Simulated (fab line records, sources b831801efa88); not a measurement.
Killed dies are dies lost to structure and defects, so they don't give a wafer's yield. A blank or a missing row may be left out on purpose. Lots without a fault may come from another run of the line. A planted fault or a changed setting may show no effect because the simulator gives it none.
fab line records | flow gf180mcu | part 1 of 2: steps 1 to 29 of 37
record lots=5 wafers=15 last_day=34
route steps=602 shown M4@475 V4@476 MIM@503
lots that met no fault: from a run of the same line without faults
start_h: hours from the record's first day to the start of the lot's first wafer shown | wait_h: hours since the lot's step before | " the same as in the row above | L1.1+2: a row that stands for several wafers | - no value, or no start given | * or withheld: withheld | < > ~ a bound
route shown NAME@n: a module of which the file shows steps, and the number in the route of the first | usual: mean/standard deviation of fault-free wafers | same: alike in all rows | chamber/n: place in a boat | sites: the reading at each site | _std_site: their standard deviation | _edge_site: outer sites' mean less inner sites' | radius_mm: how far each site lies from the wafer's centre | mask NAME#n: copy n | behind: the tool/chamber that last shaped the wafer | hold: why the lot was held/for how many hours/how that ended | device: the transistor (n, p or np) that didn't switch | end of line: the same wafers' tests at the end of the route | a step without rows: its recipe alone | killed: dies lost to structure and defects at the first sort, not the wafer's yield | map: a wafer's dies, x killed, . not, _ none there
set.NAME: the setting as run; set.NAME@STEP: as run at that earlier step | model.NAME: the simulator's own value behind a step, which no gauge read
lots at some steps of the route; a table a step, a row a wafer
services: from which hour (start_h, from the record's first day; less than 0 if before it) a tool's chamber was out of use, for how many hours, and why
## steps
# step GF_M4_CLEAN_19
# recipe chemistry=DIW dry=n2_spin
# columns lot.wafer tool chamber start_h wait_h
L076.2+3+5 wet_bench-04 0 549.59 0.0
L080.2+3+6 wet_bench-02 1 594.78 0.0
L094.3+4+5 wet_bench-04 1 686.47 0.0
L096.2+3+6 wet_bench-02 2 700.50 0.0
L097.3+4+6 wet_bench-02 1 708.88 0.0
# step GF_V4_CVD_00
# recipe material=SiO2 target_thk_nm=600 sigma_open_frac=0.3 temp_c=400 time_s=100 sih4_flow_sccm=60 pressure_mtorr=6
# columns lot.wafer tool chamber start_h wait_h
L076.2+3+5 hdpcvd-02 0,2,1 549.69 0.0
L080.2+3+6 hdpcvd-02 2,1,0 594.88 0.0
L094.3+4+5 hdpcvd-01 0,0,2 686.56 0.0
L096.2+3+6 hdpcvd-01 1,2,2 700.59 0.0
L097.3+4+6 hdpcvd-02 1,1,2 708.99 0.0
# step GF_V4_THK_MEAS_01
# recipe reads=SiO2_of_V4_CVD_00
# usual V4_CVD_00_THK=601/7.8
# columns lot.wafer tool chamber start_h wait_h V4_CVD_00_THK[nm]
L076.2 film_metro-04 - 549.77 0.0 617
L076.3 " - " " 611
L076.5 " - " " 616
L080.2 film_metro-03 - 594.96 0.0 598
L080.3 " - " " 598
L080.6 " - " " 600
L094.3 film_metro-01 - 686.65 0.1 593
L094.4 " - " " 597
L094.5 " - " " 600
L096.2 film_metro-04 - 700.67 0.0 605
L096.3 " - " " 603
L096.6 " - " " 605
L097.3 film_metro-04 - 709.08 0.1 606
L097.4 " - " " 602
L097.6 " - " " 593
# step GF_V4_CVD_02
# recipe material=SiO2 target_thk_nm=850 precursor=TEOS temp_c=400 time_s=94.851 rf_w=600
# usual heater_power_w=699/110
# columns lot.wafer tool chamber start_h wait_h heater_power_w
L076.2 pecvd-04 0 549.82 0.0 787
L076.3 " 2 " " 740
L076.5 " 1 " " 683
L080.2 pecvd-03 2 595.01 0.0 827
L080.3 " 1 " " 642
L080.6 " 2 " " 683
L094.3 pecvd-03 1 686.69 0.0 688
L094.4 " 2 " " 793
L094.5 " 0 " " 618
L096.2 pecvd-03 1 700.72 0.0 649
L096.3 " 0 " " 662
L096.6 " 2 " " 786
L097.3 pecvd-03 2 709.12 0.0 839
L097.4 " 2 " " 662
L097.6 " 1 " " 664
# step GF_V4_THK_MEAS_03
# recipe reads=SiO2_of_V4_CVD_02
# usual V4_CVD_02_THK=848/12
# columns lot.wafer tool chamber start_h wait_h V4_CVD_02_THK[nm]
L076.2 film_metro-03 - 549.90 0.0 840
L076.3 " - " " 834
L076.5 " - " " 857
L080.2 film_metro-01 - 595.09 0.0 832
L080.3 " - " " 844
L080.6 " - " " 842
L094.3 film_metro-03 - 686.78 0.1 833
L094.4 " - " " 850
L094.5 " - " " 860
L096.2 film_metro-03 - 700.80 0.0 820
L096.3 " - " " 842
L096.6 " - " " 840
L097.3 film_metro-03 - 709.21 0.1 840
L097.4 " - " " 853
L097.6 " - " " 839
# step GF_V4_CMP_04
# recipe material=SiO2 down_force_psi=4 platen_rpm=60 pad_velocity_m_s=0.94248
# usual motor_current_A=11.5/0.89 slurry_filter_dp_kPa=13.52/0.14 slurry_flow_ml_min=150.1/0.49 time_to_endpoint_s=83/6.8
# columns lot.wafer tool chamber start_h wait_h motor_current_A slurry_filter_dp_kPa slurry_flow_ml_min time_to_endpoint_s
L076.2 cmp-02 3 550.00 0.1 12.0 13.61 149.4 87
L076.3 " 1 " " 10.4 13.60 150.3 68
L076.5 " 3 " " 12.3 13.49 149.3 96
L080.3 cmp-01 3 595.24 0.1 12.3 13.41 149.4 73
L080.2 " 0 " " 10.7 13.43 150.0 77
L080.6 " 2 " " 10.2 13.37 150.2 77
L094.3 cmp-02 3 686.87 0.1 13.0 13.53 149.9 87
L094.4 " 1 " " 10.9 13.61 149.3 76
L094.5 " 2 " " 12.1 13.56 149.2 88
L096.2 cmp-01 3 700.85 0.0 11.8 13.53 150.1 71
L096.3 " 0 " " 9.9 13.66 150.1 89
L096.6 " 3 " " 12.2 13.52 149.5 77
L097.3 cmp-02 2 709.30 0.1 12.3 13.58 149.7 83
L097.4 " 0 " " 11.1 13.86 150.4 80
L097.6 " 2 " " 11.5 13.42 150.3 84
# step GF_V4_BOW_MEAS_05
# recipe mode=bow
# usual V4_BOW=135/8.5
# columns lot.wafer tool chamber start_h wait_h V4_BOW[um]
L076.2 film_metro-03 - 550.27 0.2 123
L076.3 " - " " 141
L076.5 " - " " 126
L080.2 film_metro-01 - 595.46 0.1 130
L080.3 " - " " 122
L080.6 " - " " 140
L094.3 film_metro-03 - 687.16 0.2 133
L094.4 " - " " 145
L094.5 " - " " 152
L096.2 film_metro-04 - 701.17 0.3 132
L096.3 " - " " 133
L096.6 " - " " 137
L097.3 film_metro-03 - 709.59 0.2 127
L097.4 " - " " 134
L097.6 " - " " 126
# step GF_V4_DEHYDRATE_06
# recipe temp_c=200 time_s=60
# columns lot.wafer tool chamber start_h wait_h
L076.2+3+5 litho_track-03 0 560.74 10.4
L080.2+3+6 litho_track-01 0 605.29 9.8
L094.3+4+5 litho_track-04 0 697.12 9.9
L096.2+3+6 litho_track-04 0 708.55 7.4
L097.3+4+6 litho_track-03 0 719.21 9.6
# step GF_V4_HMDS_07
# recipe prime_time_s=60 prime_temp_c=120
# columns lot.wafer tool chamber start_h wait_h
L076.2+3+5 litho_track-03 0 560.89 0.1
L080.2+3+6 litho_track-01 0 605.44 0.1
L094.3+4+5 litho_track-04 0 697.27 0.1
L096.2+3+6 litho_track-04 0 708.70 0.1
L097.3+4+6 litho_track-03 0 719.36 0.1
# step GF_V4_COAT_08
# recipe resist=BARC temp_c=withheld time_s=withheld spin_rpm=withheld resist_thk_nm=withheld
# columns lot.wafer tool chamber start_h wait_h
L076.2+3+5 litho_track-03 0 561.04 0.1
L080.2+3+6 litho_track-01 0 605.59 0.1
L094.3+4+5 litho_track-04 0 697.42 0.1
L096.2+3+6 litho_track-04 0 708.85 0.1
L097.3+4+6 litho_track-03 0 719.51 0.1
# step GF_V4_COAT_09
# recipe resist=KrF spin_rpm=withheld resist_thk_nm=1000
# columns lot.wafer tool chamber start_h wait_h
L076.2+3+5 litho_track-03 0 - -
L080.2+3+6 litho_track-01 0 - -
L094.3+4+5 litho_track-04 0 - -
L096.2+3+6 litho_track-04 0 - -
L097.3+4+6 litho_track-03 0 - -
# step GF_V4_SOFTBAKE_10
# recipe temp_c=130 time_s=60 resist=KrF
# columns lot.wafer tool chamber start_h wait_h
L076.2+3+5 litho_track-03 0 - -
L080.2+3+6 litho_track-01 0 - -
L094.3+4+5 litho_track-04 0 - -
L096.2+3+6 litho_track-04 0 - -
L097.3+4+6 litho_track-03 0 - -
# step GF_V4_EXPOSE_11
# recipe mask_id=Via4 target_cd_nm=260 na=0.68 source_shape=conventional sigma_outer=0.6 dose_mj=38
# usual focus_offset_nm=0.0/0.52
# columns lot.wafer tool chamber start_h wait_h mask focus_offset_nm
L076.2 krf_scanner-02 0 - - Via4#0 -0.7
L076.3 " 0 " " Via4#0 0.2
L076.5 " 0 " " Via4#0 0.3
L080.2 krf_scanner-02 0 - - Via4#0 0.4
L080.3 " 0 " " Via4#0 0.1
L080.6 " 0 " " Via4#0 0.2
L094.3 krf_scanner-02 0 - - Via4#0 -0.4
L094.4 " 0 " " Via4#0 0.4
L094.5 " 0 " " Via4#0 0.8
L096.2 krf_scanner-02 0 - - Via4#0 1.0
L096.3 " 0 " " Via4#0 0.2
L096.6 " 0 " " Via4#0 0.4
L097.3 krf_scanner-01 0 - - Via4#0 -0.5
L097.4 " 0 " " Via4#0 -0.5
L097.6 " 0 " " Via4#0 0.1
# step GF_V4_PEB_12
# recipe peb_temp_c=135 peb_time_s=90 resist=KrF
# columns lot.wafer tool chamber start_h wait_h
L076.2+3+5 litho_track-04 0 - -
L080.2+3+6 litho_track-03 0 - -
L094.3+4+5 litho_track-01 0 - -
L096.2+3+6 litho_track-01 0 - -
L097.3+4+6 litho_track-04 0 - -
# step GF_V4_DEVELOP_13
# recipe develop_time_s=60 resist=KrF dev_temp_c=21
# columns lot.wafer tool chamber start_h wait_h
L076.2+3+5 litho_track-04 0 572.30 0.2
L080.2+3+6 litho_track-03 0 614.44 0.2
L094.3+4+5 litho_track-01 0 705.87 0.1
L096.2+3+6 litho_track-01 0 719.14 0.2
L097.3+4+6 litho_track-04 0 727.47 0.1
# step GF_V4_CD_MEAS_14
# recipe target_cd_nm=260
# usual cd_nm=259.9/1
# columns lot.wafer tool chamber start_h wait_h cd_nm
L076.2 cd_sem-01 - 572.44 0.1 260.1
L076.3 " - " " 259.3
L076.5 " - " " 259.8
L080.2 cd_sem-01 - 614.58 0.1 259.3
L080.3 " - " " 260.8
L080.6 " - " " 260.7
L094.3 cd_sem-01 - 706.01 0.1 260.9
L094.4 " - " " 260.7
L094.5 " - " " 260.3
L096.2 cd_sem-01 - 719.29 0.1 258.3
L096.3 " - " " 259.5
L096.6 " - " " 259.5
L097.3 cd_sem-02 - 727.61 0.1 260.8
L097.4 " - " " 260.3
L097.6 " - " " 259.1
# step GF_V4_OVL_MEAS_15
# usual V4_OVL=3/5.6
# columns lot.wafer tool chamber start_h wait_h V4_OVL[nm]
L076.2 overlay-02 - 572.55 0.1 0
L076.3 " - " " 2
L076.5 " - " " -3
L080.2 overlay-02 - 614.69 0.1 6
L080.3 " - " " 1
L080.6 " - " " -2
L094.3 overlay-01 - 706.10 0.1 7
L094.4 " - " " 0
L094.5 " - " " 5
L096.2 overlay-01 - 719.39 0.1 -2
L096.3 " - " " -9
L096.6 " - " " 6
L097.3 overlay-02 - 727.70 0.1 8
L097.4 " - " " 7
L097.6 " - " " -5
# step GF_V4_ETCH_16
# recipe chemistry=N2/H2 target_depth_a=withheld overetch_a=withheld time_s=withheld target=BARC ion_energy_ev=200 source_w=500 bias_w=100 pressure_mtorr=30 n2_flow_sccm=100 h2_flow_sccm=200
# usual drypump_motor_current_A=5.6/0.51 oes_product_au=0.854/0.005 throttle_valve_pct=13.223/0.0096
# columns lot.wafer tool chamber start_h wait_h drypump_motor_current_A oes_product_au throttle_valve_pct
L076.2 rie_diel-01 2 572.58 0.0 4.7 0.860 13.214
L076.3 " 0 " " 5.9 0.850 13.219
L076.5 " 1 " " 5.1 0.855 13.228
L080.2 rie_diel-01 3 614.72 0.0 6.4 0.851 13.238
L080.3 " 2 " " 4.7 0.858 13.243
L080.6 " 0 " " 5.9 0.860 13.215
L094.3 rie_diel-02 0 706.12 0.0 5.3 0.854 13.240
L094.4 " 0 " " 5.3 0.859 13.220
L094.5 " 1 " " 5.7 0.851 13.189
L096.2 rie_diel-03 3 719.42 0.0 6.3 0.854 13.225
L096.3 " 2 " " 5.4 0.857 13.230
L096.6 " 3 " " 6.3 0.853 13.222
L097.3 rie_diel-01 0 727.73 0.0 5.9 0.851 13.233
L097.4 " 3 " " 6.3 0.852 13.240
L097.6 " 2 " " 4.7 0.852 13.200
# step GF_V4_ETCH_17
# recipe chemistry=C4F8/O2/Ar mask_material=KrF target=SiO2 stop_on=TiN source_w=1500 bias_w=1200 pressure_mtorr=40 c4f8_flow_sccm=withheld O2_flow_sccm=6 Ar_flow_sccm=300 time_s=withheld target_depth_a=6300
# usual oes_product_au=0.856/0.0043
# columns lot.wafer tool chamber start_h wait_h oes_product_au
L076.2 rie_diel-01 2 - - 0.855
L076.3 " 0 " " 0.856
L076.5 " 1 " " 0.855
L080.2 rie_diel-01 3 - - 0.858
L080.3 " 2 " " 0.850
L080.6 " 0 " " 0.854
L094.3 rie_diel-02 0 - - 0.853
L094.4 " 0 " " 0.848
L094.5 " 1 " " 0.864
L096.2 rie_diel-03 3 - - 0.854
L096.3 " 2 " " 0.857
L096.6 " 3 " " 0.855
L097.3 rie_diel-01 0 - - 0.854
L097.4 " 3 " " 0.861
L097.6 " 2 " " 0.850
# step GF_V4_STRIP_18
# recipe chemistry=O2/N2 power_w=1400 pressure_mtorr=1500 platen_temp_c=250 o2_flow_sccm=3000 n2_flow_sccm=300 overash_fraction=0.5
# usual drypump_motor_current_A=5.8/0.43 heater_power_w=349/30 oes_product_au=0.593/0.0047 platen_temp_c=250.03/0.19
# columns lot.wafer tool chamber start_h wait_h drypump_motor_current_A heater_power_w oes_product_au platen_temp_c rf_hours_counter_h
L076.2 plasma_asher-03 0 572.71 - 5.4 327 0.588 249.88 50
L076.3 " 1 " " 6.1 371 0.584 250.10 -
L076.5 " 0 " " 5.4 329 0.597 250.26 -
L080.2 plasma_asher-02 0 614.85 - 5.8 371 0.594 250.13 19
L080.3 " 1 " " 6.2 297 0.598 249.93 -
L080.6 " 1 " " 6.2 301 0.588 249.79 -
L094.3 plasma_asher-03 1 706.29 - 6.0 371 0.592 250.11 -
L094.4 " 0 " " 5.4 325 0.587 249.56 -
L094.5 " 0 " " 5.4 328 0.594 250.04 -
L096.2 plasma_asher-01 1 719.55 - 4.8 378 0.594 249.94 94
L096.3 " 1 " " 4.7 376 0.591 249.89 -
L096.6 " 1 " " 4.8 383 0.594 249.55 -
L097.3 plasma_asher-02 0 727.89 - 5.8 374 0.591 250.06 -
L097.4 " 1 " " 6.2 292 0.598 250.11 -
L097.6 " 1 " " 6.2 299 0.590 250.09 -
# step GF_V4_STRIP_19
# recipe chemistry=post_etch_residue_remover time_s=1200 temp_c=72.5
# columns lot.wafer tool chamber start_h wait_h
L076.2+3+5 wet_bench-02 1 572.81 0.1
L080.2+3+6 wet_bench-04 1 614.95 0.1
L094.3+4+5 wet_bench-04 1 706.35 0.0
L096.2+3+6 wet_bench-04 1 719.65 0.1
L097.3+4+6 wet_bench-02 0 727.96 0.0
# step GF_V4_CLEAN_20
# recipe chemistry=DIW dry=n2_spin
# columns lot.wafer tool chamber start_h wait_h
L076.2+3+5 wet_bench-03 0 573.15 0.0
L080.2+3+6 wet_bench-04 3 615.32 0.0
L094.3+4+5 wet_bench-04 2 706.69 0.0
L096.2+3+6 wet_bench-02 3 719.99 0.0
L097.3+4+6 wet_bench-04 3 728.30 0.0
# step GF_V4_SPUTTER_21
# recipe material=Ti target_thk_nm=15 chamber_pressure_pa=5 power_w=2500 substrate_temp_c=200 time_s=80.02
# usual chamber_pressure_pa=5.001/0.0098 throttle_valve_pct=30.0/0.97
# columns lot.wafer tool chamber start_h wait_h chamber_pressure_pa throttle_valve_pct
L076.2 pvd_sputter-03 - 573.24 0.0 5.011 29.5
L076.3 " - " " 4.990 28.6
L076.5 " - " " 5.003 29.4
L080.2 pvd_sputter-01 - 615.42 0.0 5.001 28.4
L080.3 " - " " 5.005 28.9
L080.6 " - " " 4.997 29.3
L094.3 pvd_sputter-03 - 706.79 0.0 5.004 30.3
L094.4 " - " " 5.015 29.4
L094.5 " - " " 4.998 30.4
L096.2 pvd_sputter-01 - 720.09 0.0 5.009 29.8
L096.3 " - " " 5.011 29.2
L096.6 " - " " 5.014 29.4
L097.3 pvd_sputter-02 - 728.39 0.0 5.016 29.9
L097.4 " - " " 5.016 30.2
L097.6 " - " " 5.012 31.6
# step GF_V4_SPUTTER_22
# recipe material=TiN target_thk_nm=10 chamber_pressure_pa=5 power_w=4000 time_s=40
# usual chamber_pressure_pa=4.999/0.011 throttle_valve_pct=30.0/0.99
# columns lot.wafer tool chamber start_h wait_h chamber_pressure_pa throttle_valve_pct
L076.2 pvd_sputter-03 - 573.30 0.0 5.019 29.4
L076.3 " - " " 4.990 28.5
L076.5 " - " " 5.021 29.3
L080.2 pvd_sputter-01 - 615.48 0.0 4.995 28.1
L080.3 " - " " 4.994 28.7
L080.6 " - " " 5.013 29.4
L094.3 pvd_sputter-03 - 706.85 0.0 5.008 30.5
L094.4 " - " " 4.992 29.5
L094.5 " - " " 4.987 30.6
L096.2 pvd_sputter-01 - 720.15 0.0 4.999 29.6
L096.3 " - " " 4.996 29.1
L096.6 " - " " 5.015 29.5
L097.3 pvd_sputter-02 - 728.45 0.0 4.995 30.0
L097.4 " - " " 4.996 30.2
L097.6 " - " " 5.004 31.9
# step GF_V4_CVD_23
# recipe material=W target_thk_nm=350 time_s=104.9 temp_c=400 pressure_torr=40
# usual heater_power_w=951/38
# columns lot.wafer tool chamber start_h wait_h heater_power_w
L076.2 cvd_w-01 0 573.34 0.0 949
L076.3 " 0 " " 918
L076.5 " 0 " " 965
L080.2 cvd_w-01 0 615.52 0.0 950
L080.3 " 0 " " 950
L080.6 " 1 " " 955
L094.3 cvd_w-02 0 706.92 0.1 968
L094.4 " 1 " " 909
L094.5 " 1 " " 902
L096.2 cvd_w-01 0 720.19 0.0 955
L096.3 " 0 " " 976
L096.6 " 0 " " 967
L097.3 cvd_w-01 1 728.53 0.1 996
L097.4 " 0 " " 992
L097.6 " 0 " " 951
# step GF_V4_RS_MEAS_24
# recipe thk_meas_gauge=four-point-probe reads=W_of_V4_CVD_23+TiN_of_V4_SPUTTER_22+Ti_of_V4_SPUTTER_21
# usual V4_W_RS=0.325/0.0038
# columns lot.wafer tool chamber start_h wait_h V4_W_RS[ohm/sq]
L076.2 film_metro-01 - 573.47 0.1 0.321
L076.3 " - " " 0.323
L076.5 " - " " 0.323
L080.2 film_metro-01 - 615.65 0.1 0.322
L080.3 " - " " 0.327
L080.6 " - " " 0.329
L094.3 film_metro-01 - 707.04 0.1 0.330
L094.4 " - " " 0.334
L094.5 " - " " 0.331
L096.2 film_metro-04 - 720.32 0.1 0.322
L096.3 " - " " 0.319
L096.6 " - " " 0.320
L097.3 film_metro-01 - 728.69 0.1 0.326
L097.4 " - " " 0.322
L097.6 " - " " 0.322
# step GF_V4_THK_MEAS_25
# recipe thk_meas_gauge=xrf reads=W_of_V4_CVD_23
# usual V4_W_THK=369/5.7
# columns lot.wafer tool chamber start_h wait_h V4_W_THK[nm]
L076.2 film_metro-01 - 573.58 0.1 370
L076.3 " - " " 368
L076.5 " - " " 371
L080.2 film_metro-01 - 615.76 0.1 375
L080.3 " - " " 368
L080.6 " - " " 366
L094.3 film_metro-01 - 707.14 0.1 363
L094.4 " - " " 359
L094.5 " - " " 364
L096.2 film_metro-04 - 720.43 0.1 365
L096.3 " - " " 368
L096.6 " - " " 367
L097.3 film_metro-01 - 728.79 0.1 366
L097.4 " - " " 370
L097.6 " - " " 370
# step GF_V4_CMP_26
# recipe stop_on=SiO2 down_force_psi=3.5 platen_rpm=60 t_overpolish_s=15 target_thk_nm=0 pad_velocity_m_s=0.94248
# usual motor_current_A=10.6/0.77 overpolish_run_s=14.999/0.0087 slurry_filter_dp_kPa=13.51/0.14 slurry_flow_ml_min=150.0/0.5 time_to_endpoint_s=86/6.5
# columns lot.wafer tool chamber start_h wait_h motor_current_A overpolish_run_s slurry_filter_dp_kPa slurry_flow_ml_min time_to_endpoint_s
L076.2 cmp-02 2 573.68 0.1 11.3 14.996 13.66 150.5 86
L076.3 " 3 " " 11.3 15.006 13.65 149.4 94
L076.5 " 1 " " 10.3 15.003 13.58 149.5 76
L080.3 cmp-02 3 615.81 0.0 10.9 14.993 13.57 150.3 91
L080.2 " 1 " " 10.5 14.995 13.59 150.1 76
L080.6 " 0 " " 10.1 14.994 13.39 150.4 79
L094.4 cmp-02 0 707.18 0.0 10.1 14.993 13.55 149.9 82
L094.3 " 2 " " 11.1 14.981 13.62 149.6 89
L094.5 " 0 " " 10.4 14.994 13.67 150.7 83
L096.3 cmp-02 3 720.58 0.1 11.5 15.001 13.39 149.8 99
L096.2 " 0 " " 9.8 14.988 13.45 149.3 85
L096.6 " 2 " " 11.2 14.987 13.45 149.7 87
L097.3 cmp-02 0 728.83 0.0 10.4 15.007 13.42 150.3 84
L097.4 " 1 " " 11.0 15.008 13.52 150.4 78
L097.6 " 0 " " 10.0 15.006 13.40 149.5 83
# step GF_MIM_SPUTTER_00
# recipe material=Ti target_thk_nm=37.5 arriving_ion_energy_ev=80 substrate_temp_c=200 chamber_pressure_pa=2 power_w=4000 time_s=150
# usual chamber_pressure_pa=2.000/0.0039 throttle_valve_pct=29.7/1.1
# columns lot.wafer tool chamber start_h wait_h chamber_pressure_pa throttle_valve_pct
L076.2 pvd_sputter-02 - 573.93 0.2 2.002 31.1
L076.3 " - " " 2.000 30.1
L076.5 " - " " 2.002 31.2
L080.2 pvd_sputter-02 - 616.11 0.1 1.990 30.1
L080.3 " - " " 2.003 31.5
L080.6 " - " " 1.992 29.9
L094.3 pvd_sputter-02 - 707.48 0.1 2.000 30.1
L094.4 " - " " 2.001 30.1
L094.5 " - " " 1.997 29.7
L096.2 pvd_sputter-04 - 720.78 0.1 1.998 29.5
L096.3 " - " " 2.000 29.8
L096.6 " - " " 2.000 29.8
L097.3 pvd_sputter-01 - 729.13 0.2 1.997 29.7
L097.4 " - " " 2.001 28.9
L097.6 " - " " 2.005 29.6
